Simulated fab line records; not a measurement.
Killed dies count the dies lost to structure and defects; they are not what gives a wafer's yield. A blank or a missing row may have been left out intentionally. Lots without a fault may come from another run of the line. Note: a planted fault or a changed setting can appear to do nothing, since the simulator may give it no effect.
fab line records	flow sky130
[record] lots = 6	wafers = 18	lastDay = 49
route steps=708 shown POLY_GATE@219 LDD_N@237 LDD_P@255 PAD_OPEN@708
lots untouched by any fault: they come from a run of this same line in which no faults occurred
startH: hours from the record's opening day to when the first of the lot's shown wafers began	waitH: how many hours have passed since the lot's step before this one	" unchanged from the row above	L1.1+2: a single row standing in for several wafers	- value missing, or start not given	* or withheld: withheld	< > ~ a bound
route shown NAME@n: NAME is a module with steps in the file, n the number in the route of the first one	usual: average and standard deviation across the fault-free wafers	same: alike in all rows	chamber/n: place in a boat	sites: readings site by site	_std_site: the standard deviation of these	_edge_site: mean of outer sites minus mean of inner sites	radiusMm: for every site, how far away it sits from the centre of the wafer	mask NAME#n: copy n	behind: tool/chamber where the wafer was last shaped	hold: why the lot went on hold/how many hours it stayed there/how the hold came to an end	device: the n, p or np transistor that did not switch	end of line: tests of these same wafers at the route's end	for a step that has no rows: nothing shown but its recipe	killed: not the wafer's yield, but the dies lost to structure and defects at the first sort	map: dies across one wafer; x = killed, . = not, _ = none there
set.NAME: the setting the step ran with; set.NAME@STEP: the setting that earlier step ran with	model.NAME: the simulator's own value behind a step, which no gauge read
lots seen at some steps along the route; tables by step, rows by wafer
services: the hour from which a tool's chamber was out of use, counted from the record's first day as startH (under 0 if before that day), plus the number of hours and why
[[steps]]
[step SKY_POLY_GATE_DEHYDRATE_05]
[recipe] tempC = 200	timeS = 60
[step SKY_POLY_GATE_HMDS_06]
[recipe] primeTimeS = 60	primeTempC = 120
[step SKY_POLY_GATE_COAT_07]
[recipe] resist = BARC	tempC = withheld	timeS = withheld	spinRpm = 3000	resistThkNm = 110
[step SKY_POLY_GATE_COAT_08]
[recipe] resist = KrF-thick	spinRpm = 3000	resistThkNm = 450
[step SKY_POLY_GATE_SOFTBAKE_09]
[recipe] tempC = 100	timeS = 90	resist = KrF-thick
[step SKY_POLY_GATE_EXPOSE_10]
[recipe] maskId = P1M	na = 0.68	sourceShape = conventional	sigmaOuter = 0.6	targetCdNm = 150	doseMj = 28
[step SKY_POLY_GATE_PEB_11]
[recipe] pebTempC = withheld	pebTimeS = withheld	resist = KrF-thick
[step SKY_POLY_GATE_DEVELOP_12]
[recipe] developTimeS = 60	resist = KrF-thick	devTempC = 21
[step SKY_POLY_GATE_CD_MEAS_13]
[recipe] targetCdNm = 150
[usual] cdNm = 149.9/1.5
lot.wafer	tool	chamber	startH	waitH	cdNm
L531.1	cdSem-02	-	409.80	-	150.1
L531.3	"	-	"	"	150.3
L531.4	"	-	"	"	148.9
L533.1	cdSem-01	-	420.98	-	153.7
L533.4	"	-	"	"	153.6
L533.5	"	-	"	"	152.6
L538.1	cdSem-02	-	459.35	-	150.4
L538.3	"	-	"	"	150.0
L538.5	"	-	"	"	149.3
L540.1	cdSem-02	-	475.63	-	151.5
L540.2	"	-	"	"	151.0
L540.3	"	-	"	"	150.2
L543.2	cdSem-02	-	510.82	-	151.2
L543.3	"	-	"	"	150.1
L543.5	"	-	"	"	151.4
L545.2	cdSem-01	-	517.12	-	150.1
L545.5	"	-	"	"	148.7
L545.6	"	-	"	"	149.9
[step SKY_POLY_GATE_OVL_MEAS_14]
[usual] POLY_GATE_OVL = 5/4.9
lot.wafer	tool	chamber	startH	waitH	POLY_GATE_OVL[nm]
L531.1	overlay-01	-	409.92	0.1	4
L531.3	"	-	"	"	1
L531.4	"	-	"	"	5
L533.1	overlay-02	-	421.10	0.1	-2
L533.4	"	-	"	"	1
L533.5	"	-	"	"	2
L538.1	overlay-01	-	459.47	0.1	12
L538.3	"	-	"	"	6
L538.5	"	-	"	"	6
L540.1	overlay-01	-	475.75	0.1	5
L540.2	"	-	"	"	5
L540.3	"	-	"	"	-1
L543.2	overlay-02	-	510.92	0.1	5
L543.3	"	-	"	"	-4
L543.5	"	-	"	"	2
L545.2	overlay-02	-	517.22	0.1	-6
L545.5	"	-	"	"	-2
L545.6	"	-	"	"	-1
[step SKY_POLY_GATE_ETCH_15]
[recipe] chemistry = N2/H2	target = BARC	ionEnergyEv = 200	sourceW = 500	biasW = 100	pressureMtorr = 30	n2FlowSccm = 100	h2FlowSccm = 200	stopOn = SiO2	timeS = 118.5	targetDepthA = 1100
[usual] drypumpMotorCurrentA = 5.7/0.34	oesProductAu = 0.716/0.0051	throttleValvePct = 13.213/0.0089
lot.wafer	tool	chamber	startH	waitH	drypumpMotorCurrentA	oesProductAu	rfHoursCounterH	throttleValvePct
L531.1	rieDiel-01	3	409.95	0.0	5.7	0.715	13	13.220
L531.3	"	1	"	"	5.6	0.717	1	13.227
L531.4	"	2	"	"	5.3	0.719	30	13.208
L533.1	rieDiel-03	3	421.14	0.0	6.4	0.710	78	13.204
L533.4	"	2	"	"	5.2	0.718	62	13.205
L533.5	"	1	"	"	5.8	0.710	-	13.210
L538.1	rieDiel-01	3	459.50	0.0	5.7	0.713	14	13.204
L538.3	"	2	"	"	5.3	0.711	32	13.197
L538.5	"	0	"	"	6.2	0.721	-	13.224
L540.1	rieDiel-04	2	475.79	0.0	5.5	0.720	2	13.219
L540.2	"	3	"	"	5.7	0.716	10	13.219
L540.3	"	1	"	"	5.8	0.714	68	13.211
L543.2	rieDiel-01	2	510.95	0.0	5.3	0.711	33	13.216
L543.3	"	3	"	"	5.7	0.718	15	13.213
L543.5	"	0	"	"	6.1	0.718	-	13.217
L545.2	rieDiel-04	1	517.25	0.0	5.8	0.721	69	13.213
L545.5	"	0	"	"	5.5	0.715	-	13.210
L545.6	"	3	"	"	5.6	0.719	-	13.204
[step SKY_POLY_GATE_ETCH_16]
[recipe] stopOn = poly-Si	chemistry = CH3F/O2	target = Si3N4	sourceW = 400	biasW = 77.29	pressureMtorr = 25	ch3fFlowSccm = 40	O2_flow_sccm = 30	timeS = 147.5	targetDepthA = 750
[usual] O2_flow_sccm = 30.01/0.1	drypumpMotorCurrentA = 5.7/0.33	oesProductAu = 0.640/0.0052	throttleValvePct = 10.536/0.0099
lot.wafer	tool	chamber	startH	waitH	O2_flow_sccm	drypumpMotorCurrentA	oesProductAu	rfHoursCounterH	throttleValvePct
L531.1	rieDiel-01	3	410.04	0.0	30.13	5.7	0.632	13	10.535
L531.3	"	1	"	"	30.06	5.5	0.641	1	10.558
L531.4	"	2	"	"	30.16	5.2	0.642	30	10.529
L533.1	rieDiel-03	3	421.22	0.0	30.22	6.4	0.639	78	10.542
L533.4	"	2	"	"	29.88	5.2	0.641	62	10.539
L533.5	"	1	"	"	29.92	5.8	0.642	-	10.534
L538.1	rieDiel-01	3	459.59	0.0	30.16	5.7	0.645	14	10.527
L538.3	"	2	"	"	30.05	5.3	0.634	32	10.544
L538.5	"	0	"	"	29.93	6.2	0.638	-	10.533
L540.1	rieDiel-04	2	475.87	0.0	29.89	5.5	0.649	2	10.526
L540.2	"	3	"	"	29.98	5.6	0.645	10	10.517
L540.3	"	1	"	"	29.82	5.8	0.645	68	10.533
L543.2	rieDiel-01	2	511.04	0.0	30.11	5.3	0.634	33	10.536
L543.3	"	3	"	"	30.05	5.7	0.639	15	10.535
L543.5	"	0	"	"	29.99	6.2	0.628	-	10.537
L545.2	rieDiel-04	1	517.34	0.0	30.07	5.8	0.648	69	10.540
L545.5	"	0	"	"	29.93	5.5	0.643	-	10.532
L545.6	"	3	"	"	29.96	5.7	0.643	-	10.546
[step SKY_POLY_GATE_ETCH_17]
[recipe] targetDepthNm = 180	stopOn = SiO2	overEtchFrac = 0.56667	chemistry = HBr/Cl2	target = poly-Si	icpW = 400	biasW = 100	pressureMtorr = 10	HBr_flow_sccm = 150	Cl2_flow_sccm = 50	timeS = 70.5
[usual] drypumpMotorCurrentA = 5.7/0.42	oesProductAu = 0.988/0.007	throttleValvePct = 33.684/0.0092
lot.wafer	tool	chamber	startH	waitH	drypumpMotorCurrentA	oesProductAu	rfHoursCounterH	throttleValvePct
L531.1	rieSi-01	0	410.14	0.0	5.4	0.996	3	33.682
L531.3	"	2	"	"	5.9	0.990	6	33.675
L531.4	"	1	"	"	5.8	0.989	23	33.679
L533.1	rieSi-02	0	421.32	0.0	6.3	0.985	1	33.674
L533.4	"	1	"	"	6.1	0.994	34	33.692
L533.5	"	0	"	"	6.3	0.994	-	33.683
L538.1	rieSi-01	1	459.69	0.0	5.8	0.991	24	33.670
L538.3	"	2	"	"	5.9	0.978	7	33.694
L538.5	"	3	"	"	5.7	0.986	-	33.685
L540.1	rieSi-01	3	475.97	0.0	5.7	0.972	40	33.678
L540.2	"	1	"	"	5.8	0.988	24	33.684
L540.3	"	2	"	"	5.9	0.970	7	33.688
L543.2	rieSi-02	1	511.13	0.0	6.1	0.985	34	33.680
L543.3	"	2	"	"	5.0	0.977	0	33.691
L543.5	"	0	"	"	6.3	0.989	-	33.678
L545.2	rieSi-02	1	517.43	0.0	6.1	0.982	35	33.690
L545.5	"	1	"	"	6.1	0.994	-	33.678
L545.6	"	2	"	"	5.0	0.980	-	33.683
[step SKY_POLY_GATE_STRIP_18]
[recipe] chemistry = O2/N2	powerW = 1400	pressureMtorr = 1500	platenTempC = withheld	o2FlowSccm = 3000	n2FlowSccm = 300	overashFraction = 0.5
[usual] drypumpMotorCurrentA = 5.6/0.35	oesProductAu = 0.361/0.0046	stripTimeToEndpointS = 3.16/0.037
lot.wafer	tool	chamber	startH	waitH	drypumpMotorCurrentA	oesProductAu	rfHoursCounterH	stripTimeToEndpointS
L531.1	plasmaAsher-04	0	410.19	0.0	6.2	0.356	72	3.14
L531.3	"	1	"	"	5.7	0.366	-	3.17
L531.4	"	0	"	"	6.2	0.357	-	3.19
L533.1	plasmaAsher-03	1	421.39	0.0	5.6	0.357	59	3.19
L533.4	"	1	"	"	5.6	0.368	-	3.14
L533.5	"	0	"	"	5.7	0.363	-	3.15
L538.1	plasmaAsher-01	0	459.74	0.0	5.0	0.356	77	3.15
L538.3	"	1	"	"	5.7	0.365	-	3.18
L538.5	"	1	"	"	5.7	0.362	-	3.19
L540.1	plasmaAsher-01	0	476.02	0.0	5.0	0.355	79	3.09
L540.2	"	1	"	"	5.7	0.364	79	3.15
L540.3	"	1	"	"	5.7	0.359	-	3.18
L543.2	plasmaAsher-03	0	511.19	0.0	5.7	0.356	69	3.20
L543.3	"	1	"	"	5.6	0.367	-	3.18
L543.5	"	0	"	"	5.7	0.366	-	3.16
L545.2	plasmaAsher-01	1	517.49	0.0	5.7	0.360	83	3.14
L545.5	"	0	"	"	5.0	0.365	-	3.22
L545.6	"	1	"	"	5.7	0.362	-	3.17
[step SKY_POLY_GATE_CLEAN_19]
[recipe] chemistry = SC1/SC2	mix = 1:4:20	tempC = 70	timeS = 150	dry = n2Spin
[step SKY_POLY_GATE_OXIDATION_20]
[recipe] tempC = 850	ambient = O2	stabiliseS = 600	purgeS = 300	targetThkA = 40	oxTimeS = 899
[step SKY_POLY_GATE_THK_MEAS_21]
[recipe] reads = SiO2_of_POLY_GATE_OXIDATION_20
[usual] POLY_GATE_OXIDATION_THK = 4.01/0.075
lot.wafer	tool	chamber	startH	waitH	POLY_GATE_OXIDATION_THK[nm]
L531.1	filmMetro-03	-	413.11	0.0	3.99
L531.3	"	-	"	"	4.08
L531.4	"	-	"	"	3.97
L533.1	filmMetro-04	-	424.44	0.0	4.06
L533.4	"	-	"	"	4.04
L533.5	"	-	"	"	3.97
L538.1	filmMetro-03	-	461.14	0.0	3.97
L538.3	"	-	"	"	3.95
L538.5	"	-	"	"	3.91
L540.1	filmMetro-03	-	477.94	0.0	4.07
L540.2	"	-	"	"	4.08
L540.3	"	-	"	"	4.04
L543.2	filmMetro-03	-	512.60	0.0	3.94
L543.3	"	-	"	"	3.84
L543.5	"	-	"	"	3.88
L545.2	filmMetro-03	-	518.90	0.0	3.90
L545.5	"	-	"	"	4.02
L545.6	"	-	"	"	4.06
[step SKY_POLY_GATE_CD_MEAS_22]
[usual] cdNm = 150.1/2.7
lot.wafer	tool	chamber	startH	waitH	cdNm
L531.1	cdSem-01	-	413.17	0.1	153.0
L531.3	"	-	"	"	147.8
L531.4	"	-	"	"	149.7
L533.1	cdSem-01	-	424.50	0.1	151.8
L533.4	"	-	"	"	156.1
L533.5	"	-	"	"	155.4
L538.1	cdSem-02	-	461.20	0.1	152.1
L538.3	"	-	"	"	147.9
L538.5	"	-	"	"	147.0
L540.1	cdSem-01	-	478.00	0.1	153.0
L540.2	"	-	"	"	152.1
L540.3	"	-	"	"	148.5
L543.2	cdSem-01	-	512.68	0.1	153.7
L543.3	"	-	"	"	154.0
L543.5	"	-	"	"	152.4
L545.2	cdSem-02	-	518.98	0.1	151.3
L545.5	"	-	"	"	146.1
L545.6	"	-	"	"	149.4
[step SKY_LDD_N_DEHYDRATE_00]
[recipe] tempC = 200	timeS = 60
[step SKY_LDD_N_HMDS_01]
[recipe] primeTimeS = 60	primeTempC = 120
[step SKY_LDD_N_COAT_02]
[recipe] resist = NOVOLAK	spinRpm = 3000	resistThkNm = 300
[step SKY_LDD_N_SOFTBAKE_03]
[recipe] tempC = 90	timeS = 60	resist = NOVOLAK
[step SKY_LDD_N_EXPOSE_04]
[recipe] maskId = NTM	targetCdNm = 840	na = 0.6	sourceShape = conventional	sigmaOuter = 0.6	doseMj = 110
[step SKY_LDD_N_PEB_05]
[recipe] tempC = withheld	timeS = *	resist = NOVOLAK
[step SKY_LDD_N_DEVELOP_06]
[recipe] developTimeS = 60	devTempC = 23
[step SKY_LDD_N_OVL_MEAS_07]
[usual] LDD_N_OVL = -0.5/1.4
lot.wafer	tool	chamber	startH	waitH	LDD_N_OVL[nm]
L531.1	overlay-02	-	444.40	0.1	-1.4
L531.3	"	-	"	"	1.2
L531.4	"	-	"	"	-0.4
L533.1	overlay-02	-	455.83	0.1	-1.7
L533.4	"	-	"	"	-1.2
L533.5	"	-	"	"	0.8
L538.1	overlay-01	-	492.20	0.1	-2.6
L538.3	"	-	"	"	-1.0
L538.5	"	-	"	"	-2.0
L540.1	overlay-01	-	509.08	0.1	0.2
L540.2	"	-	"	"	-0.2
L540.3	"	-	"	"	0.2
L543.2	overlay-02	-	543.58	0.1	-0.6
L543.3	"	-	"	"	0.2
L543.5	"	-	"	"	0.7
L545.2	overlay-01	-	549.25	0.1	-0.2
L545.5	"	-	"	"	-0.7
L545.6	"	-	"	"	-0.5
[step SKY_LDD_N_IMPLANT_08]
[recipe] species = As	energyKev = 20	doseCm2 = 7.5e+13	tiltDeg = withheld	rotationDeg = 23
[step SKY_LDD_N_IMPLANT_09]
[recipe] species = As	energyKev = 20	doseCm2 = 7.5e+13	tiltDeg = withheld	rotationDeg = 113
[step SKY_LDD_N_IMPLANT_10]
[recipe] species = As	energyKev = 20	doseCm2 = 7.5e+13	tiltDeg = withheld	rotationDeg = 203
[step SKY_LDD_N_IMPLANT_11]
[recipe] species = As	energyKev = 20	doseCm2 = 7.5e+13	tiltDeg = withheld	rotationDeg = 293
[step SKY_LDD_N_IMPLANT_12]
[recipe] species = BF2	energyKev = 50	doseCm2 = 5e+12	tiltDeg = 30	rotationDeg = 0
[step SKY_LDD_N_IMPLANT_13]
[recipe] species = BF2	energyKev = 50	doseCm2 = 5e+12	tiltDeg = 30	rotationDeg = 90
[step SKY_LDD_N_IMPLANT_14]
[recipe] species = BF2	energyKev = 50	doseCm2 = 5e+12	tiltDeg = 30	rotationDeg = 180
[step SKY_LDD_N_IMPLANT_15]
[recipe] species = BF2	energyKev = 50	doseCm2 = 5e+12	tiltDeg = 30	rotationDeg = 270
[step SKY_LDD_N_STRIP_16]
[recipe] chemistry = O2/N2	powerW = 1400	pressureMtorr = 1500	platenTempC = withheld	o2FlowSccm = 3000	n2FlowSccm = 300	overashFraction = 0.5
[usual] drypumpMotorCurrentA = 5.85/0.28	oesProductAu = 0.407/0.0044	stripTimeToEndpointS = 4.314/0.015
lot.wafer	tool	chamber	startH	waitH	drypumpMotorCurrentA	oesProductAu	rfHoursCounterH	stripTimeToEndpointS
L531.1	plasmaAsher-04	1	445.63	0.1	5.70	0.411	2	4.295
L531.3	"	1	"	"	5.69	0.408	-	4.304
L531.4	"	0	"	"	6.18	0.400	-	4.277
L533.1	plasmaAsher-03	1	457.07	0.1	5.61	0.404	64	4.322
L533.4	"	0	"	"	5.69	0.402	-	4.305
L533.5	"	0	"	"	5.66	0.404	-	4.331
L538.1	plasmaAsher-02	1	493.43	0.1	6.32	0.410	32	4.324
L538.3	"	0	"	"	5.68	0.417	-	4.313
L538.5	"	0	"	"	5.69	0.399	-	4.307
L540.1	plasmaAsher-04	0	510.32	0.1	6.18	0.409	8	4.315
L540.2	"	1	"	"	5.69	0.405	8	4.312
L540.3	"	1	"	"	5.69	0.405	-	4.311
L543.2	plasmaAsher-03	0	544.81	0.1	5.66	0.416	73	4.324
L543.3	"	0	"	"	5.69	0.414	-	4.338
L543.5	"	1	"	"	5.61	0.405	-	4.329
L545.2	plasmaAsher-02	0	550.48	0.1	5.70	0.409	38	4.322
L545.5	"	0	"	"	5.66	0.406	-	4.317
L545.6	"	1	"	"	6.32	0.404	-	4.323
[step SKY_LDD_N_TW_MEAS_17]
[usual] LDD_N_TW = 2575/25
lot.wafer	tool	chamber	startH	waitH	LDD_N_TW
L531.1	filmMetro-02	-	445.73	0.1	2591
L531.3	"	-	"	"	2600
L531.4	"	-	"	"	2586
L533.1	filmMetro-01	-	457.17	0.1	2595
L533.4	"	-	"	"	2606
L533.5	"	-	"	"	2615
L538.1	filmMetro-02	-	493.53	0.1	2621
L538.3	"	-	"	"	2606
L538.5	"	-	"	"	2620
L540.1	filmMetro-03	-	510.42	0.1	2550
L540.2	"	-	"	"	2556
L540.3	"	-	"	"	2558
L543.2	filmMetro-03	-	544.92	0.1	2568
L543.3	"	-	"	"	2561
L543.5	"	-	"	"	2559
L545.2	filmMetro-01	-	550.59	0.1	2588
L545.5	"	-	"	"	2587
L545.6	"	-	"	"	2593
[step SKY_LDD_P_DEHYDRATE_00]
[recipe] tempC = 200	timeS = 60
[step SKY_LDD_P_HMDS_01]
[recipe] primeTimeS = 60	primeTempC = 120.6
[step SKY_LDD_P_COAT_02]
[recipe] resist = NOVOLAK	spinRpm = 3000	resistThkNm = 1140
[step SKY_LDD_P_SOFTBAKE_03]
[recipe] tempC = 90	timeS = 60	resist = NOVOLAK
[step SKY_LDD_P_EXPOSE_04]
[recipe] maskId = PSDM	na = 0.6	sourceShape = conventional	sigmaOuter = 0.6	polarization = unpolarized	targetCdNm = 380	doseMj = 138
[step SKY_LDD_P_PEB_05]
[recipe] tempC = withheld	timeS = *	resist = NOVOLAK
[step SKY_PAD_OPEN_PROBE_99]
[usual] killed_at_M0_to_M3 = 43/7.5	killed_at_M4_up = 3.2/1.9	killedAtContacts = 24/5.6	killedAtFrontEnd = 15/4.8	killedAtOther = 0.2/0.54	killedDies = 86/11	killedOpen = 47/7.6	killedShort = 39/7.1
[same] grossDies = 492	killedAtBackSide = 0
lot.wafer	tool	chamber	startH	waitH	killed_at_M0_to_M3	killed_at_M4_up	killedAtContacts	killedAtFrontEnd	killedAtOther	killedDies	killedOpen	killedShort
L531.1	prober-01	-	1118.65	0.1	43	0	17	15	0	75	40	35
L531.3	prober-01	-	1118.75	0.2	28	2	16	14	0	60	30	30
L531.4	prober-01	-	1118.80	0.2	44	4	22	13	0	83	45	38
L533.1	prober-02	-	1127.80	0.1	38	2	24	23	0	87	51	36
L533.4	prober-02	-	1127.95	0.2	47	2	34	14	0	97	56	41
L533.5	prober-02	-	1128.00	0.2	53	4	36	14	0	107	61	46
L538.3	prober-01	-	1150.75	0.2	52	7	25	50	0	134	54	41
L540.1	prober-01	-	1161.21	0.1	55	1	31	24	0	111	59	52
L540.2	prober-01	-	1161.26	0.1	50	3	21	18	1	93	45	48
L540.3	prober-01	-	1161.31	0.2	38	2	22	55	0	117	49	29
L543.2	prober-02	-	1177.59	0.1	28	5	24	11	0	68	34	34
L543.3	prober-02	-	1177.64	0.2	38	1	21	17	1	78	33	45
L543.5	prober-02	-	1177.74	0.2	39	6	19	18	0	82	42	40
L545.2	prober-02	-	1185.35	0.1	40	4	12	18	0	74	44	30
L545.5	prober-02	-	1185.50	0.2	45	1	21	10	0	77	50	27
L545.6	prober-02	-	1185.55	0.2	34	2	31	25	1	93	51	42
// killed by level:class
L531.1 METAL1:geometricParticle:short=9 CONTACT:geometricParticle:open=8 VIA1:geometricParticle:open=8 VIA2:geometricParticle:open=8 FIELD_ISO:geometricParticle:open=5 LI_CONTACT:geometricParticle:short=4 VIA2:geometricParticle:short=4 METAL3:geometricParticle:short=4
L531.3 METAL2:geometricParticle:short=9 CONTACT:geometricParticle:open=5 VIA1:geometricParticle:open=5 FIELD_ISO:geometricParticle:open=4 FIELD_ISO:geometricParticle:short=4 LI_CONTACT:geometricParticle:open=4 CONTACT:geometricParticle:short=3 METAL1:geometricParticle:short=3
L531.4 VIA1:geometricParticle:open=14 CONTACT:geometricParticle:open=8 FIELD_ISO:geometricParticle:short=5 LI_CONTACT:geometricParticle:open=5 LOCAL_INTERCONNECT:geometricParticle:short=5 VIA3:geometricParticle:open=4 METAL2:geometricParticle:short=4 VIA2:geometricParticle:open=4
L533.1 CONTACT:geometricParticle:open=12 VIA2:geometricParticle:open=9 FIELD_ISO:geometricParticle:short=8 LI_CONTACT:geometricParticle:open=7 METAL2:geometricParticle:short=7 POLY_GATE:geometricParticle:open=5 METAL1:geometricParticle:short=5 VIA1:geometricParticle:open=5
L533.4 VIA1:geometricParticle:open=14 LI_CONTACT:geometricParticle:open=12 CONTACT:geometricParticle:open=11 VIA1:geometricParticle:short=7 METAL1:geometricParticle:short=5 VIA2:geometricParticle:open=5 FIELD_ISO:geometricParticle:open=4 CONTACT:geometricParticle:short=4
L533.5 CONTACT:geometricParticle:open=17 METAL1:geometricParticle:short=8 VIA2:geometricParticle:open=8 VIA3:geometricParticle:open=7 LI_CONTACT:geometricParticle:open=6 VIA1:geometricParticle:open=6 METAL2:geometricParticle:short=6 FIELD_ISO:geometricParticle:open=5
L538.3 POLY_GATE:unspecified=39 VIA1:geometricParticle:open=16 CONTACT:geometricParticle:open=10 VIA2:geometricParticle:open=10 VIA3:geometricParticle:open=6 METAL1:geometricParticle:short=6 METAL3:geometricParticle:short=6 VIA1:geometricParticle:short=5
L540.1 VIA1:geometricParticle:open=13 VIA2:geometricParticle:open=9 LI_CONTACT:geometricParticle:open=8 FIELD_ISO:geometricParticle:open=7 POLY_GATE:geometricParticle:short=7 CONTACT:geometricParticle:short=7 CONTACT:geometricParticle:open=7 LI_CONTACT:geometricParticle:short=6
L540.2 VIA1:geometricParticle:open=11 METAL1:geometricParticle:short=9 CONTACT:geometricParticle:open=8 VIA2:geometricParticle:open=8 VIA3:geometricParticle:open=7 FIELD_ISO:geometricParticle:short=6 FIELD_ISO:geometricParticle:open=6 CONTACT:geometricParticle:short=6
L540.3 POLY_GATE:unspecified=39 LI_CONTACT:geometricParticle:open=8 CONTACT:geometricParticle:open=8 VIA1:geometricParticle:open=8 METAL1:geometricParticle:short=6 FIELD_ISO:geometricParticle:open=5 CONTACT:geometricParticle:short=4 VIA1:geometricParticle:short=4
L543.2 LOCAL_INTERCONNECT:geometricParticle:short=7 CONTACT:geometricParticle:open=7 VIA1:geometricParticle:open=6 CONTACT:geometricParticle:short=5 METAL1:geometricParticle:short=5 VIA3:geometricParticle:open=5 SPACER:geometricParticle:open=4 POLY_GATE:geometricParticle:open=3
L543.3 LI_CONTACT:geometricParticle:open=11 METAL2:geometricParticle:short=9 POLY_GATE:geometricParticle:short=8 VIA1:geometricParticle:open=6 METAL1:geometricParticle:short=5 LOCAL_INTERCONNECT:geometricParticle:short=4 CONTACT:geometricParticle:open=4 VIA1:geometricParticle:short=4
L543.5 VIA2:geometricParticle:open=9 VIA3:geometricParticle:open=7 POLY_GATE:geometricParticle:open=6 CONTACT:geometricParticle:short=5 CONTACT:geometricParticle:open=5 METAL4:geometricParticle:short=5 METAL2:geometricParticle:short=5 METAL3:geometricParticle:short=5
L545.2 VIA1:geometricParticle:open=14 VIA2:geometricParticle:open=9 METAL1:geometricParticle:short=6 POLY_GATE:geometricParticle:short=5 LI_CONTACT:geometricParticle:open=5 FIELD_ISO:geometricParticle:short=4 METAL2:geometricParticle:short=4 VIA3:geometricParticle:open=4
L545.5 VIA2:geometricParticle:open=9 CONTACT:geometricParticle:open=8 VIA1:geometricParticle:open=8 LI_CONTACT:geometricParticle:open=7 METAL1:geometricParticle:short=7 METAL2:geometricParticle:short=7 VIA3:geometricParticle:open=6 FIELD_ISO:geometricParticle:open=4
L545.6 CONTACT:geometricParticle:open=10 VIA1:geometricParticle:open=9 FIELD_ISO:geometricParticle:short=7 FIELD_ISO:geometricParticle:open=7 POLY_GATE:geometricParticle:short=5 LI_CONTACT:geometricParticle:short=5 LI_CONTACT:geometricParticle:open=5 CONTACT:geometricParticle:short=5
// map L538.3 (x killed, . not)
__________.......x.._________
________.x..x........._______
______x.....x.......xx.._____
_____x..x..x...x.x..x....____
____x.....x..x.x.......x..___
___..................x...x.__
__xxxxx..x.x.x.x.x....x.x..._
_xxxxxxx...................x.
_xxxxxx....x.xx.x.......x..x.
_xxxxx.x.......x....x......xx
_xxxxx.x.....x.....xx.xx...xx
_xxxxx......x...x.........x..
_xxxxx...xx..x.xx......x.....
_....x...x.......x...........
_..x.......x.x..x.x..x.......
__...x.........x......x.x..._
___.xxx.x......x.........xx__
____........x.x.x....x....___
_____...x.....xx...x....x____
______..x.....x...x....._____
________xx.x...xx....x_______
__________x....x...._________
// map L540.3 (x killed, . not)
__________.........._________
________.x...x..x....x_______
______....x.xx....x....._____
_____.x..................____
____.....xx...x....xxx....___
___x.x.x..........x........__
__xxxxx..x.x..x............._
_xxxxx..x.......x....x..x.xx.
_xxxxxxx.........x.x.........
_xxxxx......x..........x.....
_xxxxx.x...x.x.........x.....
_xxxxx...........xx....xx....
_xxxx...........x..........x.
_.x.x.x....x.....x.....x.....
_.x....x........x...x.x..x...
__...xx.x......x........x..._
___.x............x.........__
____x.......xx...........x___
_____x..x...x.xxx..x.....____
______.x....x.x..x..x..._____
________.....x..x..x.._______
__________x........._________
[[services]]
tool	chamber	startH	hours	kind
rieDiel-04	-	386.40	28.1	pm
rieSi-02	-	393.28	2.8	pm
plasmaAsher-04	-	420.62	2.8	pm
rieDiel-04	0	420.72	3.5	repair
plasmaAsher-04	-	423.37	9.0	pm
plasmaAsher-04	0	423.37	9.0	ventCycle
plasmaAsher-04	1	423.37	9.0	ventCycle
rieDiel-03	3	424.36	3.6	repair
plasmaAsher-02	-	430.04	33.2	repair
plasmaAsher-04	0	432.37	-	clean
plasmaAsher-04	1	432.37	-	clean
rieDiel-04	2	433.89	1.3	repair
rieDiel-04	3	437.60	5.9	repair
rieDiel-03	1	446.34	-	clean
rieSi-02	-	448.65	0.9	repair
plasmaAsher-02	-	454.51	1.5	repair
rieDiel-04	-	463.70	4.3	pm
rieSi-01	0	464.41	76.2	repair
rieSi-02	2	482.76	-	clean
rieSi-02	2	482.76	16.9	scheduledDown
rieSi-02	2	482.76	16.9	ventCycle
plasmaAsher-01	-	489.92	2.8	repair
rieDiel-03	-	509.82	14.6	pm
plasmaAsher-02	-	540.25	4.5	repair
[[key]]
[firstSign] step = SKY_PAD_OPEN_PROBE_99	reading = killedAtFrontEnd	direction = up	sigmas = 7.8	usual = 15	struck = 52
[effect] step = SKY_PAD_OPEN_PROBE_99	reading = killedDies	direction = up	sigmas = 3.7	usual = 86	struck = 126
metAt SKY_POLY_GATE_ETCH_17
struckWafers L538.3,L540.3
testerLeftOut L538,L540
onsetBetween 410.14 459.69
[fault] kind = chamberParticleSource	tool = rieSi-01	chamber = 2	onsetH = 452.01	steps = SKY_POLY_GATE_ETCH_17	ratePerVisitCm2 = 1.1087	endH = 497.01
// testerLeftOut: of these lots the tester's yield and bins aren't shown, on N5 and GAA mostly nor the transistor test; their killed dies are dies lost to structure and defects alone, not to doping, threshold or leakage, so they don't give the yield
